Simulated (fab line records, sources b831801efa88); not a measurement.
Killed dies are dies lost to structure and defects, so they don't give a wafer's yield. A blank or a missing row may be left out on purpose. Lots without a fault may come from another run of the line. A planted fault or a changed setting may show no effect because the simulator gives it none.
fab line records | flow sfq_line
record lots=6 wafers=18 last_day=81
route steps=325 shown R5@221 I5@228
lots that met no fault: from a run of the same line without faults
start_h: hours from the record's first day to the start of the lot's first wafer shown | wait_h: hours since the lot's step before | " the same as in the row above | L1.1+2: a row that stands for several wafers | - no value, or no start given | * or withheld: withheld | < > ~ a bound
route shown NAME@n: a module of which the file shows steps, and the number in the route of the first | usual: mean/standard deviation of fault-free wafers | same: alike in all rows | chamber/n: place in a boat | sites: the reading at each site | _std_site: their standard deviation | _edge_site: outer sites' mean less inner sites' | radius_mm: how far each site lies from the wafer's centre | mask NAME#n: copy n | behind: the tool/chamber that last shaped the wafer | hold: why the lot was held/for how many hours/how that ended | device: the transistor (n, p or np) that didn't switch | end of line: the same wafers' tests at the end of the route | a step without rows: its recipe alone | killed: dies lost to structure and defects at the first sort, not the wafer's yield | map: a wafer's dies, x killed, . not, _ none there
set.NAME: the setting as run; set.NAME@STEP: as run at that earlier step | model.NAME: the simulator's own value behind a step, which no gauge read
lots at some steps of the route; a table a step, a row a wafer
services: from which hour (start_h, from the record's first day; less than 0 if before it) a tool's chamber was out of use, for how many hours, and why
## steps
# step SFQ_TRILAYER_R5_LITHO_PEB_139
# recipe peb_temp_c=115 peb_time_s=60 resist=KrF
# step SFQ_TRILAYER_R5_LITHO_DEVELOP_138
# recipe time_s=60 resist=KrF
# step SFQ_R5_OVL_MEAS_935
# usual R5_OVL=2/6.5
# columns lot.wafer tool chamber start_h wait_h R5_OVL[nm]
L545.1 overlay-01 - 1198.65 0.1 -8
L545.2 " - " " -1
L545.3 " - " " -4
L551.3 overlay-01 - 1301.27 0.1 8
L551.4 " - " " 5
L551.6 " - " " 15
L554.2 overlay-02 - 1347.72 0.1 8
L554.4 " - " " 5
L554.6 " - " " 2
L559.2 overlay-01 - 1474.22 0.1 1
L559.3 " - " " 1
L559.5 " - " " 5
L563.3 overlay-02 - 1608.94 0.1 11
L563.5 " - " " 16
L563.6 " - " " 15
L566.1 overlay-02 - 1657.21 0.1 10
L566.2 " - " " 4
L566.6 " - " " 5
# step SFQ_TRILAYER_R5_BARC_OPEN_METAL_ETCH_177
# recipe mask_material=PR chemistry=O2 target_depth_nm=125 target=BARC icp_w=600 bias_w=80 pressure_mtorr=10 time_s=41.7
# usual drypump_motor_current_A=5.9/0.39 oes_product_au=0.684/0.0043
# columns lot.wafer tool chamber start_h wait_h drypump_motor_current_A oes_product_au rf_hours_counter_h
L545.1 rie_metal-04 1 1198.69 0.0 5.8 0.694 12
L545.2 " 0 " " 5.2 0.681 98
L545.3 " 0 " " 5.3 0.686 -
L551.3 rie_metal-03 0 1301.32 0.0 5.7 0.687 -
L551.4 " 1 " " 6.3 0.686 -
L551.6 " 0 " " 5.7 0.683 -
L554.2 rie_metal-03 1 1347.75 0.0 6.3 0.683 16
L554.4 " 0 " " 5.7 0.684 -
L554.6 " 1 " " 6.3 0.690 -
L559.2 rie_metal-04 0 1474.25 0.0 5.3 0.679 132
L559.3 " 0 " " 5.2 0.692 -
L559.5 " 1 " " 5.8 0.684 -
L563.3 rie_metal-02 0 1608.98 0.0 6.4 0.680 -
L563.5 " 0 " " 6.3 0.679 -
L563.6 " 1 " " 6.3 0.683 -
L566.1 rie_metal-03 0 1657.25 0.0 5.7 0.689 69
L566.2 " 1 " " 6.3 0.684 56
L566.6 " 1 " " 6.3 0.681 -
# step SFQ_TRILAYER_R5_ETCH_METAL_ETCH_139
# recipe stop_on=SiO2 mask_material=PR chemistry=Cl2 target_depth_nm=60 icp_w=600 bias_w=80 pressure_mtorr=10 time_s=40
# usual drypump_motor_current_A=5.9/0.39 oes_product_au=0.990/0.0053
# columns lot.wafer tool chamber start_h wait_h drypump_motor_current_A oes_product_au rf_hours_counter_h
L545.1 rie_metal-04 1 1198.75 0.0 5.8 0.993 12
L545.2 " 0 " " 5.2 0.995 98
L545.3 " 0 " " 5.2 0.995 -
L551.3 rie_metal-03 0 1301.38 0.0 5.8 0.995 -
L551.4 " 1 " " 6.3 0.991 -
L551.6 " 0 " " 5.7 1.000 -
L554.2 rie_metal-03 1 1347.81 0.0 6.3 0.988 16
L554.4 " 0 " " 5.7 0.989 -
L554.6 " 1 " " 6.3 0.989 -
L559.2 rie_metal-04 0 1474.31 0.0 5.2 0.996 132
L559.3 " 0 " " 5.3 0.996 -
L559.5 " 1 " " 5.9 0.983 -
L563.3 rie_metal-02 0 1609.04 0.0 6.4 0.986 -
L563.5 " 0 " " 6.4 0.986 -
L563.6 " 1 " " 6.2 0.983 -
L566.1 rie_metal-03 0 1657.31 0.0 5.7 0.992 69
L566.2 " 1 " " 6.3 0.983 56
L566.6 " 1 " " 6.3 0.994 -
# step SFQ_TRILAYER_R5_STRIP_STRIP_140
# recipe gas=O2 power_w=200 platen_temp_c=40 overash_fraction=0.65 chemistry=O2 pressure_mtorr=50
# usual drypump_motor_current_A=5.9/0.4 oes_product_au=1.000/0.0083 platen_temp_c=40.03/0.11
# columns lot.wafer tool chamber start_h wait_h drypump_motor_current_A oes_product_au platen_temp_c rf_hours_counter_h
L545.1 rie_metal-04 1 1198.80 0.0 5.8 1.006 40.09 12
L545.2 " 0 " " 5.3 1.005 39.99 98
L545.3 " 0 " " 5.3 1.020 40.11 -
L551.3 rie_metal-03 0 1301.61 0.2 5.8 1.005 40.07 -
L551.4 " 1 " " 6.3 0.998 39.89 -
L551.6 " 0 " " 5.7 1.001 40.08 -
L554.2 rie_metal-03 1 1347.86 0.0 6.3 0.998 39.87 16
L554.4 " 0 " " 5.7 0.999 40.03 -
L554.6 " 1 " " 6.3 1.006 39.96 -
L559.2 rie_metal-04 0 1474.37 0.0 5.2 0.998 40.00 132
L559.3 " 0 " " 5.2 0.993 39.87 -
L559.5 " 1 " " 5.8 1.000 40.00 -
L563.3 rie_metal-02 0 1609.28 0.2 6.4 0.992 39.90 -
L563.5 " 0 " " 6.4 0.996 39.98 -
L563.6 " 1 " " 6.2 0.988 40.01 -
L566.1 rie_metal-03 0 1657.37 0.0 5.8 1.001 40.03 69
L566.2 " 1 " " 6.3 0.992 39.94 56
L566.6 " 1 " " 6.3 0.998 39.95 -
# step SFQ_TRILAYER_R5_STRIP_SOLV_CLEAN_141
# recipe chemistry=NMP temp_c=70 time_s=600
# step SFQ_TRILAYER_A5C_DEP_PECVD_142
# recipe material=SiO2 temp_c=150 time_s=15.556 pressure_torr=2.4 rf_w=183.3 precursor=SiH4/N2O target_thk_nm=70
# usual heater_power_w=85/8.1 throttle_valve_pct=24.7/1.8
# columns lot.wafer tool chamber start_h wait_h heater_power_w throttle_valve_pct
L545.1 pecvd-01 1 1199.58 0.0 83 25.6
L545.2 " 0 " " 82 27.1
L545.3 " 2 " " 89 25.3
L551.3 pecvd-01 0 1302.19 0.0 94 27.8
L551.4 " 2 " " 83 25.4
L551.6 " 0 " " 94 27.8
L554.2 pecvd-03 1 1348.64 0.0 90 23.0
L554.4 " 2 " " 92 22.9
L554.6 " 1 " " 92 23.1
L559.2 pecvd-04 0 1475.15 0.0 87 22.8
L559.3 " 1 " " 86 24.0
L559.5 " 1 " " 87 23.6
L563.3 pecvd-03 2 1609.87 0.0 89 23.5
L563.5 " 1 " " 86 23.7
L563.6 " 0 " " 74 24.4
L566.1 pecvd-01 1 1658.14 0.0 85 26.3
L566.2 " 2 " " 79 26.1
L566.6 " 2 " " 82 25.8
# step SFQ_TRILAYER_I5_LITHO_COAT_149
# recipe resist=BARC spin_rpm=3000 resist_thk_nm=62
# step SFQ_TRILAYER_I5_LITHO_COAT_144
# recipe resist=KrF spin_rpm=3000 resist_thk_nm=650
# step SFQ_TRILAYER_I5_LITHO_SOFTBAKE_148
# recipe temp_c=withheld time_s=withheld resist=KrF
# step SFQ_TRILAYER_I5_LITHO_EXPOSE_145
# recipe mask_id=I5 na=0.6 source_shape=conventional sigma_outer=0.65 target_cd_nm=700 dose_mj=21.3
# step SFQ_TRILAYER_I5_LITHO_PEB_147
# recipe peb_temp_c=115 peb_time_s=60 resist=KrF
# usual heater_power_total_W=79.16/0.06 resist_line_temp_C=23.01/0.11
# columns lot.wafer tool chamber start_h wait_h heater_power_total_W resist_line_temp_C
L545.1 litho_track-02 0 1306.84 1.0 79.15 23.01
L545.2 " 0 " " 79.25 23.02
L545.3 " 0 " " 79.15 23.11
L551.3 litho_track-02 0 1371.79 0.7 86.04 23.10
L551.4 " 0 " " 86.23 23.13
L551.6 " 0 " " 86.20 23.20
L554.2 litho_track-02 0 1375.36 0.8 86.07 23.17
L554.4 " 0 " " 86.15 23.19
L554.6 " 0 " " 86.09 22.98
L559.2 litho_track-04 0 1481.27 0.8 79.22 23.12
L559.3 " 0 " " 79.24 23.14
L559.5 " 0 " " 79.02 23.16
L563.3 litho_track-03 0 1613.01 0.7 79.14 22.97
L563.5 " 0 " " 79.18 23.04
L563.6 " 0 " " 79.21 22.93
L566.1 litho_track-02 0 1747.84 1.0 79.08 23.06
L566.2 " 0 " " 79.18 23.03
L566.6 " 0 " " 79.19 22.91
# step SFQ_TRILAYER_I5_LITHO_DEVELOP_146
# recipe time_s=60 resist=KrF
# step SFQ_I5_OVL_MEAS_936
# usual I5_OVL=-2/5.2
# columns lot.wafer tool chamber start_h wait_h I5_OVL[nm]
L545.1 overlay-02 - 1307.14 0.1 -10
L545.2 " - " " -11
L545.3 " - " " -3
L551.3 overlay-02 - 1372.05 0.1 0
L551.4 " - " " 7
L551.6 " - " " 7
L554.2 overlay-01 - 1375.64 0.1 -8
L554.4 " - " " 3
L554.6 " - " " 2
L559.2 overlay-02 - 1481.55 0.1 2
L559.3 " - " " 4
L559.5 " - " " 6
L563.3 overlay-01 - 1613.28 0.1 2
L563.5 " - " " -4
L563.6 " - " " -3
L566.1 overlay-01 - 1748.14 0.1 9
L566.2 " - " " 4
L566.6 " - " " 0
# step SFQ_TRILAYER_I5_BARC_OPEN_VIA_ETCH_200
# recipe mask_material=PR chemistry=O2 target_depth_nm=125 target=BARC source_w=500 bias_w=80 pressure_mtorr=30 time_s=41.7
# usual drypump_motor_current_A=5.6/0.55 oes_product_au=0.685/0.0048
# columns lot.wafer tool chamber start_h wait_h drypump_motor_current_A oes_product_au rf_hours_counter_h model.I5.cd_nm
L545.1 rie_diel-01 2 1307.17 0.0 5.5 0.683 10 701.4
L545.2 " 3 " " 4.8 0.685 5 698.6
L545.3 " 0 " " 4.8 0.684 14 698.8
L551.3 rie_diel-01 2 1372.07 0.0 5.5 0.690 11 661.8
L551.4 " 3 " " 4.8 0.685 5 660.9
L551.6 " 1 " " 5.9 0.681 - 661.4
L554.2 rie_diel-04 1 1375.67 0.0 5.3 0.677 16 660.9
L554.4 " 3 " " 6.4 0.682 11 661.6
L554.6 " 1 " " 5.3 0.681 - 660.4
L559.2 rie_diel-02 3 1481.58 0.0 5.4 0.687 20 699.2
L559.3 " 1 " " 6.4 0.692 10 698.1
L559.5 " 0 " " 5.9 0.680 - 699
L563.3 rie_diel-04 1 1613.30 0.0 5.3 0.696 19 699.4
L563.5 " 2 " " 5.5 0.683 - 700.8
L563.6 " 3 " " 6.4 0.689 - 699.2
L566.1 rie_diel-02 2 1748.17 0.0 5.5 0.689 18 700.4
L566.2 " 3 " " 5.4 0.677 1 699.1
L566.6 " 2 " " 5.5 0.687 - 698.5
# step SFQ_TRILAYER_I5_ETCH_VIA_ETCH_147
# recipe stop_on=Nb mask_material=PR chemistry=CHF3 target_depth_nm=360 source_w=500 bias_w=80 pressure_mtorr=30 time_s=withheld
# usual drypump_motor_current_A=5.6/0.54 oes_product_au=0.989/0.0064
# columns lot.wafer tool chamber start_h wait_h drypump_motor_current_A oes_product_au model.I5.cd_nm
L545.1 rie_diel-01 2 1307.21 0.0 5.5 0.995 701.5
L545.2 " 3 " " 4.8 0.990 697.1
L545.3 " 0 " " 4.8 0.976 698.1
L551.3 rie_diel-01 2 1372.11 0.0 5.5 0.993 667
L551.4 " 3 " " 4.8 0.998 660.5
L551.6 " 1 " " 5.9 0.989 662.8
L554.2 rie_diel-04 1 1375.71 0.0 5.3 0.985 659.4
L554.4 " 3 " " 6.4 1.001 656.3
L554.6 " 1 " " 5.2 0.987 660.6
L559.2 rie_diel-02 3 1481.62 0.0 5.4 0.987 700.6
L559.3 " 1 " " 6.4 0.985 698.4
L559.5 " 0 " " 5.9 0.983 696.5
L563.3 rie_diel-04 1 1613.34 0.0 5.3 0.990 699.2
L563.5 " 2 " " 5.5 0.989 702.1
L563.6 " 3 " " 6.4 0.986 695.4
L566.1 rie_diel-02 2 1748.21 0.0 5.5 0.987 700.3
L566.2 " 3 " " 5.4 0.988 701.8
L566.6 " 2 " " 5.5 0.987 697.9
# step SFQ_TRILAYER_I5_STRIP_STRIP_148
# recipe gas=O2 power_w=200 platen_temp_c=40 overash_fraction=0.65 chemistry=O2 pressure_mtorr=50
# usual drypump_motor_current_A=5.74/0.27 oes_product_au=1.005/0.0077 platen_temp_c=39.99/0.11
# columns lot.wafer tool chamber start_h wait_h drypump_motor_current_A oes_product_au platen_temp_c rf_hours_counter_h
L545.1 rie_metal-01 1 1307.36 - 5.84 1.007 40.06 24
L545.2 " 0 " " 5.70 1.012 39.77 41
L545.3 " 0 " " 5.70 0.999 39.94 -
L551.3 rie_metal-03 1 1372.46 - 6.34 0.997 39.95 -
L551.4 " 0 " " 5.75 0.998 40.04 -
L551.6 " 0 " " 5.74 0.996 39.82 -
L554.2 rie_metal-01 0 1375.86 - 5.70 1.012 40.06 53
L554.4 " 0 " " 5.70 1.002 39.89 -
L554.6 " 1 " " 5.81 0.995 39.99 -
L559.2 rie_metal-04 1 1481.97 - 5.82 0.999 39.89 -
L559.3 " 1 " " 5.84 0.997 39.89 -
L559.5 " 1 " " 5.82 1.002 40.02 -
L563.3 rie_metal-04 0 1613.69 - 5.28 1.014 39.79 -
L563.5 " 0 " " 5.29 1.010 39.95 -
L563.6 " 1 " " 5.84 1.014 39.80 -
L566.1 rie_metal-04 0 1748.36 - 5.29 1.011 40.08 29
L566.2 " 1 " " 5.82 1.008 40.16 92
L566.6 " 1 " " 5.86 1.006 40.20 -
## services
# columns tool chamber start_h hours kind
rie_diel-02 0 1185.74 18.1 repair
rie_diel-01 1 1220.42 23.7 repair
rie_diel-02 3 1268.33 8.9 repair
rie_diel-04 - 1279.11 4.3 pm
rie_diel-01 1 1342.99 5.4 repair
rie_diel-04 2 1349.47 11.6 repair
rie_metal-04 0 1356.73 22.2 repair
rie_diel-04 1 1397.51 2.5 repair
rie_metal-03 - 1402.07 0.6 repair
rie_diel-02 0 1422.31 1.7 repair
rie_diel-01 3 1429.54 10.8 repair
rie_metal-03 - 1432.40 2.8 pm
rie_diel-04 - 1443.60 0.5 repair
rie_diel-02 2 1487.40 10.3 repair
rie_metal-04 0 1522.88 26.9 repair
rie_metal-04 - 1526.55 2.8 pm
rie_metal-03 - 1540.31 0.3 repair
rie_diel-01 - 1546.56 2.8 pm
rie_diel-04 3 1575.08 4.5 repair
rie_diel-01 1 1596.74 4.4 repair
rie_diel-01 2 1600.44 3.6 repair
rie_metal-04 - 1684.78 4.3 pm
rie_metal-03 0 1721.10 15.2 repair
rie_metal-03 - 1730.47 0.7 repair
## key
first_sign step=SFQ_TRILAYER_I5_LITHO_PEB_147 reading=heater_power_total_W direction=up sigmas=99+ usual=79.16 struck=86.13
effect none on later readings
model_effect step=SFQ_TRILAYER_I5_BARC_OPEN_VIA_ETCH_200 value=I5.cd_nm without=700.3 struck=661.2
model_effect step=SFQ_TRILAYER_I5_ETCH_VIA_ETCH_147 value=I5.cd_nm without=700.3 struck=661.1
met_at SFQ_TRILAYER_I5_LITHO_PEB_147
struck_wafers L551.3,L551.4,L551.6,L554.2,L554.4,L554.6
onset_between 1306.84 1371.79
fault kind=process_parameter_drift tool=litho_track-02 chamber=- onset_h=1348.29 steps=SFQ_TRILAYER_I5_LITHO_PEB_147 channel=peb_time_s offset=* shape=step end_h=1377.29 acts_in=* stated=*
